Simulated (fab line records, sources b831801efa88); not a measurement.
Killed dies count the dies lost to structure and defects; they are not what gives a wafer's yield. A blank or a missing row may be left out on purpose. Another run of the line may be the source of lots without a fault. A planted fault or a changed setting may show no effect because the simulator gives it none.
Which tool did it? ; flow sky130 ; route of 708 steps, sampled at 1 step: 6 lots, 18 wafers

## WHAT EACH GAUGE READ, for each wafer
SKY_VIA2_OVL_MEAS_13.
lot;measured;on;VIA2_OVL (nm)
L929;day 36 22:33;overlay-02;-3 -1 -2
L932;day 37 23:18;overlay-01;1 -1 4
L934;day 38 15:15;overlay-01;-8 -7 -10
L939;day 40 03:33;overlay-01;-2 -4 -1
L944;day 41 16:10;overlay-01;5 1 3
L950;day 43 07:45;overlay-02;7 -2 3

## TOOL THAT RAN EACH LOT (tool first, then ch and the chambers of the sampled wafers, then the start)
There is no process step in the record ahead of these readings.

## THE ANSWER, worked out from the rows above alone
Rule: the lots themselves supply what counts as usual. The widest of any qualifying gaps counts: lots, ordered by their means at a reading, are off when they make up no more than a third of the lots, leave a main group of 4 or more, and stand apart from it by 3 or more times the standard deviation of that group's means. If all means in a main group match to the digits the tables above print for the reading, that group is not used. A lot without any number at a reading at which 4 lots or more have one is off too. The other lots that the step has rows for count as sound.
None of the lots is off at any reading shown; this tells nothing.

## WHAT HAD BEEN PUT IN BY THE SIMULATOR
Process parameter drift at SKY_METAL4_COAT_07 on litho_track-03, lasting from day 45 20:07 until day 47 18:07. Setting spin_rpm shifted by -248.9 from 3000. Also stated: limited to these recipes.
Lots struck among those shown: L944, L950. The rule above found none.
